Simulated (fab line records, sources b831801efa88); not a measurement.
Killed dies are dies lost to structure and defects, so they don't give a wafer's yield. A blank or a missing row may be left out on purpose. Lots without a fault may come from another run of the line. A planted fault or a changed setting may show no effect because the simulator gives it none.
fab line records | flow sky130
record lots=13 wafers=39 last_day=49
route steps=708 shown VT_ADJUST_LVTN@104 POLY_GATE@232 LDD_LDN@301 POLY_CUT@316 PAD_OPEN@708
lots that met no fault: from a run of the same line without faults
start_h: hours from the record's first day to the start of the lot's first wafer shown | wait_h: hours since the lot's step before | " the same as in the row above | L1.1+2: a row that stands for several wafers | - no value, or no start given | * or withheld: withheld | < > ~ a bound
route shown NAME@n: a module of which the file shows steps, and the number in the route of the first | usual: mean/standard deviation of fault-free wafers | same: alike in all rows | chamber/n: place in a boat | sites: the reading at each site | _std_site: their standard deviation | _edge_site: outer sites' mean less inner sites' | radius_mm: how far each site lies from the wafer's centre | mask NAME#n: copy n | behind: the tool/chamber that last shaped the wafer | hold: why the lot was held/for how many hours/how that ended | device: the transistor (n, p or np) that didn't switch | end of line: the same wafers' tests at the end of the route | a step without rows: its recipe alone | killed: dies lost to structure and defects at the first sort, not the wafer's yield | map: a wafer's dies, x killed, . not, _ none there
set.NAME: the setting as run; set.NAME@STEP: as run at that earlier step | model.NAME: the simulator's own value behind a step, which no gauge read
steps of the route over a sample of lots; a table a step, a row a wafer
services: from which hour (start_h, from the record's first day; less than 0 if before it) a tool's chamber was out of use, for how many hours, and why
## steps
# step SKY_VT_ADJUST_LVTN_OVL_MEAS_07
# usual VT_ADJUST_LVTN_OVL=2.0/1.5
# columns lot.wafer tool chamber start_h wait_h VT_ADJUST_LVTN_OVL[nm]
L299.1 overlay-02 - 144.60 - 3.4
L299.4 " - " " 2.8
L299.6 " - " " 4.2
L300.1 overlay-02 - 149.90 - 2.8
L300.3 " - " " 4.3
L300.6 " - " " 2.0
L301.1 overlay-02 - 158.40 - 2.6
L301.5 " - " " 2.6
L301.6 " - " " 1.0
L303.2 overlay-02 - 168.35 - 2.1
L303.3 " - " " 2.2
L303.5 " - " " 2.6
L304.2 overlay-02 - 184.61 - 2.8
L304.4 " - " " 2.4
L304.5 " - " " 2.9
L305.1 overlay-01 - 188.55 - 0.5
L305.3 " - " " 0.8
L305.6 " - " " 0.8
L307.3 overlay-01 - 201.56 - 1.2
L307.4 " - " " 1.5
L307.5 " - " " 1.4
L308.1 overlay-01 - 204.55 - 1.4
L308.4 " - " " 2.8
L308.5 " - " " 1.5
L309.1 overlay-02 - 214.05 - 1.1
L309.4 " - " " 1.3
L309.6 " - " " 4.3
L310.1 overlay-02 - 220.85 - 4.3
L310.4 " - " " 3.8
L310.5 " - " " 3.8
L311.2 overlay-02 - 231.26 - 2.9
L311.4 " - " " 4.2
L311.6 " - " " 2.1
L316.2 overlay-02 - 262.11 - 1.3
L316.3 " - " " 5.6
L316.6 " - " " 5.0
L317.1 overlay-01 - 271.40 - 3.0
L317.4 " - " " 1.4
L317.5 " - " " 2.4
# step SKY_POLY_GATE_STRIP_18
# recipe chemistry=O2/N2 power_w=1400 pressure_mtorr=1500 platen_temp_c=withheld o2_flow_sccm=3000 n2_flow_sccm=300 overash_fraction=0.5
# usual chamber_pressure_mTorr=1500.2/1.3 drypump_motor_current_A=6.0/0.37 oes_product_au=0.361/0.0042 strip_time_to_endpoint_s=3.17/0.044
# columns lot.wafer tool chamber start_h wait_h chamber_pressure_mTorr drypump_motor_current_A oes_product_au rf_hours_counter_h strip_time_to_endpoint_s
L299.1 plasma_asher-01 1 373.54 0.0 1498.7 5.9 0.357 26 3.18
L299.4 " 0 " " 1503.2 6.7 0.349 - 3.11
L299.6 " 1 " " 1499.8 5.9 0.364 - 3.15
L300.1 plasma_asher-02 1 381.19 0.0 1500.4 5.6 0.362 73 3.17
L300.3 " 1 " " 1500.8 5.6 0.363 - 3.23
L300.6 " 0 " " 1499.6 6.1 0.366 - 3.23
L301.1 plasma_asher-01 0 391.34 0.0 1500.0 6.7 0.366 28 3.16
L301.5 " 1 " " 1500.2 5.9 0.353 - 3.17
L301.6 " 0 " " 1499.5 6.7 0.364 - 3.18
L303.2 plasma_asher-01 0 415.94 0.0 1501.0 6.7 0.369 31 3.13
L303.3 " 1 " " 1501.7 5.9 0.362 - 3.19
L303.5 " 1 " " 1501.4 5.9 0.363 - 3.12
L304.2 plasma_asher-01 1 427.94 0.0 1501.9 5.9 0.357 32 3.19
L304.4 " 0 " " 1501.6 6.7 0.353 - 3.14
L304.5 " 1 " " 1500.7 5.9 0.361 - 3.10
L305.1 plasma_asher-01 1 438.14 0.0 1502.0 5.9 0.356 33 3.18
L305.3 " 1 " " 1500.5 5.9 0.355 - 3.19
L305.6 " 1 " " 1497.6 5.9 0.358 - 3.22
L307.3 plasma_asher-02 0 454.62 0.1 1503.2 6.1 0.361 - 3.20
L307.4 " 1 " " 1500.0 5.7 0.360 - 3.17
L307.5 " 0 " " 1501.3 6.1 0.362 - 3.19
L308.1 plasma_asher-02 1 459.19 0.0 1498.3 5.7 0.360 3 3.21
L308.4 " 0 " " 1500.5 6.1 0.357 - 3.17
L308.5 " 1 " " 1497.9 5.6 0.367 - 3.21
L309.1 plasma_asher-03 1 468.39 0.0 1499.7 6.1 0.356 74 3.15
L309.4 " 0 " " 1500.9 5.5 0.355 - 3.15
L309.6 " 1 " " 1499.6 6.1 0.366 - 3.27
L310.1 plasma_asher-03 1 476.24 0.0 1501.4 6.1 0.359 75 3.14
L310.4 " 0 " " 1499.9 5.6 0.363 - 3.23
L310.5 " 1 " " 1499.6 6.1 0.363 - 3.13
L311.2 plasma_asher-03 1 492.24 0.0 1499.8 6.1 0.354 76 3.05
L311.4 " 1 " " 1499.2 6.1 0.361 - 3.18
L311.6 " 0 " " 1497.6 5.5 0.359 - 3.13
L316.2 plasma_asher-01 1 529.94 0.0 - - - - -
L316.3 " 0 " " - - - - -
L316.6 " 1 " " - - - - -
L317.1 plasma_asher-01 1 544.29 0.0 - - - - -
L317.4 " 0 " " - - - - -
L317.5 " 1 " " - - - - -
# step SKY_LDD_LDN_STRIP_12
# recipe chemistry=O2/N2 power_w=1400 pressure_mtorr=1500 platen_temp_c=withheld o2_flow_sccm=3000 n2_flow_sccm=300 overash_fraction=0.5
# usual chamber_pressure_mTorr=1500.0/1.4 drypump_motor_current_A=5.9/0.4 oes_product_au=0.715/0.0038 strip_time_to_endpoint_s=14.18/0.042
# columns lot.wafer tool chamber start_h wait_h chamber_pressure_mTorr drypump_motor_current_A oes_product_au rf_hours_counter_h strip_time_to_endpoint_s
L299.1 plasma_asher-01 1 527.70 0.1 1500.0 5.9 0.712 42 14.13
L299.4 " 1 " " 1500.2 5.9 0.723 - 14.14
L299.6 " 1 " " 1500.8 5.9 0.711 - 14.18
L300.1 plasma_asher-02 0 535.78 0.1 1499.1 6.1 0.722 10 14.16
L300.3 " 0 " " 1500.9 6.1 0.709 - 14.18
L300.6 " 0 " " 1500.1 6.1 0.717 - 14.16
L301.1 plasma_asher-02 0 552.08 0.1 1499.2 6.1 0.714 12 14.15
L301.5 " 0 " " 1500.3 6.1 0.710 - 14.15
L301.6 " 1 " " 1500.4 5.6 0.713 - 14.18
L303.2 plasma_asher-02 0 571.38 0.1 1501.7 6.1 0.716 15 14.22
L303.3 " 1 " " 1501.0 5.7 0.717 - 14.25
L303.5 " 1 " " 1502.8 5.7 0.717 - 14.23
L304.2 plasma_asher-02 1 583.30 0.1 1499.6 5.7 0.708 16 14.16
L304.4 " 1 " " 1498.2 5.7 0.721 - 14.17
L304.5 " 1 " " 1499.4 5.7 0.718 - 14.18
L305.1 plasma_asher-01 1 590.85 0.1 1500.4 5.9 0.724 50 14.22
L305.3 " 1 " " 1502.1 5.9 0.711 - 14.21
L305.6 " 0 " " 1500.4 6.7 0.719 - 14.22
L307.3 plasma_asher-01 0 610.31 0.1 1497.5 6.7 0.713 - 14.18
L307.4 " 1 " " 1499.3 5.9 0.715 - 14.17
L307.5 " 0 " " 1501.0 6.7 0.711 - 14.18
L308.1 plasma_asher-01 1 611.60 0.1 1501.5 5.9 0.712 52 14.22
L308.4 " 0 " " 1499.7 6.7 0.711 - 14.21
L308.5 " 0 " " 1499.9 6.7 0.715 - 14.18
L309.1 plasma_asher-04 1 622.65 0.1 1502.0 6.4 0.714 78 14.16
L309.4 " 1 " " 1499.8 6.3 0.720 - 14.14
L309.6 " 0 " " 1497.3 5.4 0.721 - 14.10
L310.1 plasma_asher-04 0 630.38 0.1 1500.7 5.4 0.716 79 14.12
L310.4 " 0 " " 1499.7 5.4 0.716 - 14.13
L310.5 " 0 " " 1499.5 5.4 0.721 - 14.10
L311.2 plasma_asher-02 0 645.83 0.1 1502.1 6.0 0.719 22 14.22
L311.4 " 1 " " 1498.5 5.6 0.713 - 14.21
L311.6 " 1 " " 1500.1 5.6 0.721 - 14.19
L316.2 plasma_asher-04 0 678.28 0.1 1499.2 5.4 0.715 84 14.13
L316.3 " 1 " " 1502.2 6.4 0.717 - 14.17
L316.6 " 1 " " 1496.6 6.4 0.719 - 14.18
L317.1 plasma_asher-04 0 691.38 0.1 1497.6 5.4 0.713 85 14.17
L317.4 " 1 " " 1499.6 6.3 0.714 - 14.14
L317.5 " 0 " " 1503.6 5.4 0.715 - 14.13
# step SKY_POLY_CUT_OVL_MEAS_09
# usual POLY_CUT_OVL=7/4.7
# columns lot.wafer tool chamber start_h wait_h POLY_CUT_OVL[nm]
L299.1 overlay-01 - 559.21 0.1 3
L299.4 " - " " 2
L299.6 " - " " 4
L300.1 overlay-02 - 566.96 0.1 12
L300.3 " - " " 10
L300.6 " - " " 10
L301.1 overlay-01 - 584.11 0.1 2
L301.5 " - " " 9
L301.6 " - " " 8
L303.2 overlay-01 - 602.59 0.1 3
L303.3 " - " " 9
L303.5 " - " " 10
L304.2 overlay-01 - 615.37 0.1 3
L304.4 " - " " 5
L304.5 " - " " 1
L305.1 overlay-02 - 621.47 0.1 8
L305.3 " - " " 7
L305.6 " - " " 4
L307.3 overlay-01 - 643.80 0.1 -3
L307.4 " - " " -2
L307.5 " - " " 1
L308.1 overlay-02 - 644.32 0.1 4
L308.4 " - " " 1
L308.5 " - " " 6
L309.1 overlay-01 - 652.77 0.1 13
L309.4 " - " " 10
L309.6 " - " " 6
L310.1 overlay-02 - 660.53 0.1 12
L310.4 " - " " 13
L310.5 " - " " 11
L311.2 overlay-01 - 674.97 0.1 -2
L311.4 " - " " -5
L311.6 " - " " -2
L316.2 overlay-02 - 709.94 0.1 11
L316.3 " - " " 4
L316.6 " - " " -4
L317.1 overlay-01 - 721.17 0.1 8
L317.4 " - " " 2
L317.5 " - " " 8
# step SKY_PAD_OPEN_PROBE_99
# usual killed_at_M0_to_M3=44/7.2 killed_at_M4_up=3.1/1.8 killed_at_contacts=25/5.2 killed_at_front_end=15/3.9 killed_at_other=0.2/0.5 killed_dies=86/9.5 killed_on_rim=17/3.5 killed_open=47/7.3 killed_short=40/6
# same gross_dies=492 killed_at_back_side=0
# columns lot.wafer tool chamber start_h wait_h killed_at_M0_to_M3 killed_at_M4_up killed_at_contacts killed_at_front_end killed_at_other killed_dies killed_on_rim killed_open killed_short
L308.1 prober-01 - 1134.82 0.1 43 2 23 16 1 85 24 50 35
L308.4 prober-01 - 1134.97 0.2 41 4 34 3 0 82 8 40 42
L308.5 prober-01 - 1135.02 0.2 43 4 17 11 0 75 17 37 38
L309.1 prober-02 - 1142.52 0.1 42 4 25 16 0 87 21 45 42
L309.4 prober-02 - 1142.67 0.2 57 1 24 11 0 93 18 59 34
L309.6 prober-02 - 1142.77 0.2 40 1 25 12 0 78 10 40 38
L316.2 prober-01 - 1178.17 0.1 34 3 21 433 1 492 96 35 35
L316.3 prober-01 - 1178.22 0.2 41 2 24 424 1 492 96 48 39
L316.6 prober-01 - 1178.37 0.2 43 5 20 423 1 492 96 55 40
L317.1 prober-02 - 1182.41 0.1 38 1 29 424 0 492 96 41 43
L317.4 prober-02 - 1182.56 0.2 52 3 27 410 0 492 96 48 45
L317.5 prober-02 - 1182.61 0.2 46 7 26 413 0 492 96 48 49
# killed by level:class
L308.1 VIA1:geometric_particle:open=8 LI_CONTACT:geometric_particle:open=7 CONTACT:geometric_particle:open=7 VIA3:geometric_particle:open=6 VIA2:geometric_particle:open=6 FIELD_ISO:geometric_particle:open=5 METAL2:geometric_particle:short=5 FIELD_ISO:geometric_particle:short=4
L308.4 LI_CONTACT:geometric_particle:open=13 VIA3:geometric_particle:short=7 VIA1:geometric_particle:open=7 VIA2:geometric_particle:short=6 VIA2:geometric_particle:open=6 LOCAL_INTERCONNECT:geometric_particle:short=6 CONTACT:geometric_particle:short=6 CONTACT:geometric_particle:open=6
L308.5 VIA1:geometric_particle:open=14 VIA2:geometric_particle:open=7 METAL2:geometric_particle:short=7 CONTACT:geometric_particle:short=6 METAL1:geometric_particle:short=6 LI_CONTACT:geometric_particle:short=4 CONTACT:geometric_particle:open=3 VIA3:geometric_particle:open=3
L309.1 VIA1:geometric_particle:open=10 CONTACT:geometric_particle:short=8 LI_CONTACT:geometric_particle:open=7 VIA1:geometric_particle:short=7 CONTACT:geometric_particle:open=6 VIA2:geometric_particle:short=6 POLY_GATE:geometric_particle:short=5 VIA2:geometric_particle:open=5
L309.4 VIA1:geometric_particle:open=15 VIA3:geometric_particle:open=10 CONTACT:geometric_particle:open=10 VIA2:geometric_particle:open=7 LI_CONTACT:geometric_particle:open=5 CONTACT:geometric_particle:short=5 POLY_GATE:geometric_particle:short=4 METAL1:geometric_particle:short=4
L309.6 VIA1:geometric_particle:open=8 CONTACT:geometric_particle:open=7 VIA1:geometric_particle:short=7 LI_CONTACT:geometric_particle:open=6 VIA3:geometric_particle:open=6 CONTACT:geometric_particle:short=5 METAL1:geometric_particle:short=5 METAL2:geometric_particle:short=5
L316.2 POLY_GATE:area_oxidation=422 VIA1:geometric_particle:open=9 CONTACT:geometric_particle:open=6 VIA3:geometric_particle:open=6 METAL2:geometric_particle:short=5 LI_CONTACT:geometric_particle:short=5 LOCAL_INTERCONNECT:geometric_particle:short=4 FIELD_ISO:geometric_particle:open=3
L316.3 POLY_GATE:area_oxidation=405 CONTACT:geometric_particle:open=11 VIA1:geometric_particle:open=8 LI_CONTACT:geometric_particle:open=7 FIELD_ISO:geometric_particle:short=6 VIA3:geometric_particle:open=6 METAL1:geometric_particle:short=5 VIA2:geometric_particle:open=5
L316.6 POLY_GATE:area_oxidation=397 VIA1:geometric_particle:open=10 FIELD_ISO:geometric_particle:short=9 CONTACT:geometric_particle:open=9 FIELD_ISO:geometric_particle:open=6 METAL1:geometric_particle:short=6 METAL2:geometric_particle:short=6 VIA3:geometric_particle:open=6
L317.1 POLY_GATE:area_oxidation=408 LI_CONTACT:geometric_particle:open=7 LOCAL_INTERCONNECT:geometric_particle:short=7 FIELD_ISO:geometric_particle:short=6 METAL1:geometric_particle:short=6 CONTACT:geometric_particle:open=6 VIA1:geometric_particle:open=6 VIA2:geometric_particle:open=6
L317.4 POLY_GATE:area_oxidation=399 VIA1:geometric_particle:open=12 VIA3:geometric_particle:open=9 VIA1:geometric_particle:short=8 CONTACT:geometric_particle:open=7 METAL2:geometric_particle:short=7 LI_CONTACT:geometric_particle:open=6 LI_CONTACT:geometric_particle:short=5
L317.5 POLY_GATE:area_oxidation=395 VIA1:geometric_particle:open=12 CONTACT:geometric_particle:open=8 METAL1:geometric_particle:short=7 LOCAL_INTERCONNECT:geometric_particle:short=7 METAL4:geometric_particle:short=7 VIA3:geometric_particle:open=7 VIA2:geometric_particle:open=6
## services
# columns tool chamber start_h hours kind
plasma_asher-04 - 365.03 6.2 repair
plasma_asher-01 - 368.21 1.4 repair
plasma_asher-03 - 374.07 1.3 repair
plasma_asher-04 - 393.98 7.9 repair
plasma_asher-02 - 421.25 9.0 pm
plasma_asher-02 0 421.25 9.0 vent_cycle
plasma_asher-02 1 421.25 9.0 vent_cycle
plasma_asher-02 0 430.25 - clean
plasma_asher-02 1 430.25 - clean
plasma_asher-01 - 433.46 1.7 repair
plasma_asher-04 - 462.74 1.0 repair
plasma_asher-02 - 477.81 4.1 repair
plasma_asher-03 - 532.98 18.7 pm
plasma_asher-03 - 554.10 15.6 pm
plasma_asher-02 - 597.75 2.9 repair
plasma_asher-03 - 686.90 0.9 repair
## key
first_sign step=SKY_POLY_GATE_STRIP_18 reading=tool_record direction=missing
effect step=SKY_PAD_OPEN_PROBE_99 reading=killed_at_front_end direction=up sigmas=99+ usual=15 struck=421
more_kills_born_at SKY_POLY_GATE_OXIDATION_20@furnace-02=1224 SKY_POLY_GATE_OXIDATION_20@furnace-01=1202
met_at SKY_POLY_GATE_STRIP_18
struck_lots L316,L317
later_rows_left_out L316.2,L316.3,L316.6,L317.1,L317.4,L317.5
tester_left_out L316,L317
not_acting_at SKY_VT_ADJUST_LVTN_OVL_MEAS_07,SKY_LDD_LDN_STRIP_12,SKY_POLY_CUT_OVL_MEAS_09
onset_between 438.14 529.94
fault kind=skipped_step_whole tool=plasma_asher-01 chamber=- onset_h=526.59 steps=SKY_POLY_GATE_STRIP_18 scope=struck_lots_only
# tester_left_out: of these lots the tester's yield and bins aren't shown, on N5 and GAA mostly nor the transistor test; their killed dies are dies lost to structure and defects alone, not to doping, threshold or leakage, so they don't give the yield
# later_rows_left_out: the simulator's readings of these wafers behind a module that went badly wrong aren't trusted and aren't shown, but for the sort
